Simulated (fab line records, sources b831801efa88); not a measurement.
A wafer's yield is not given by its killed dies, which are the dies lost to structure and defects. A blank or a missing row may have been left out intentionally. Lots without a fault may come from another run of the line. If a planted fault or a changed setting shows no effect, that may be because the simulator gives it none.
What tool caused it? ; flow sky130 ; 36 wafers from 12 lots sampled at 2 of the route's 708 steps

## WHAT THE GAUGES SHOWED, per wafer
SKY_POLY_GATE_THK_MEAS_04.
lot;measured;on;POLY_GATE_CVD_03_THK (nm)
L075;day 16 16:25;film_metro-01;74.5 74.3 73.6
L077;day 16 16:22;film_metro-04;74.8 75.1 74.8
L079;day 16 16:26;film_metro-04;75.0 75.6 75.5
L081;day 17 21:46;film_metro-03;76.0 75.0 75.4
L083;day 18 10:23;film_metro-01;74.0 73.9 75.3
L085;day 18 22:43;film_metro-04;74.4 74.3 74.3
L087;day 19 18:57;film_metro-04;74.9 74.7 75.3
L089;day 20 11:40;film_metro-01;76.0 75.8 75.2
L091;day 21 08:49;film_metro-01;74.7 75.7 75.4
L093;day 22 02:01;film_metro-01;73.1 74.2 73.6
L095;day 22 20:02;film_metro-03;73.4 74.2 73.4
L097;day 23 09:58;film_metro-03;73.4 74.1 74.4

## WHICH TOOL RAN EACH LOT (tool, then ch and the chambers of the sampled wafers, then the start)
lot;SKY_FIELD_ISO_ETCH_17
L075;rie_si-02 ch 0,1,3, day 2 10:46
L077;rie_si-01 ch 0,1, day 2 21:13
L079;rie_si-02 ch 1,3, day 3 05:05
L081;rie_si-02 ch 0,3, day 3 19:16
L083;rie_si-02 ch 1, day 4 03:52
L085;rie_si-01 ch 0,1, day 4 13:28
L087;rie_si-02 ch 0,3, day 5 00:22
L089;rie_si-01 ch 0,1,2, day 5 10:37
L091;rie_si-01 ch 0,1, day 5 22:19
L093;rie_si-02 ch 0,1,3, day 6 09:13
L095;rie_si-02 ch 1,3, day 6 18:16
L097;rie_si-01 ch 1,2, day 7 05:13
- SKY_FIELD_ISO_ETCH_17: etches Si in HBr/Cl2/O2, target depth 342 nm, time 97.7 s.

## THE ANSWER, worked out from the rows above alone
Rule: what is usual is taken from the lots themselves. The widest of any qualifying gaps counts: lots, ordered by their means at a reading, are off when they make up no more than a third of the lots, leave a main group of 4 or more, and stand apart from it by 3 or more times the standard deviation of that group's means. The tables above print the reading to a certain number of digits; a main group whose means all agree to those digits is not used. A lot without any number at a reading at which 4 lots or more have one is off too. Where the step has rows for the other lots, those lots are counted as sound.
None of the lots is off at any reading shown; this tells nothing.

## WHAT WAS PUT IN BY THE SIMULATOR
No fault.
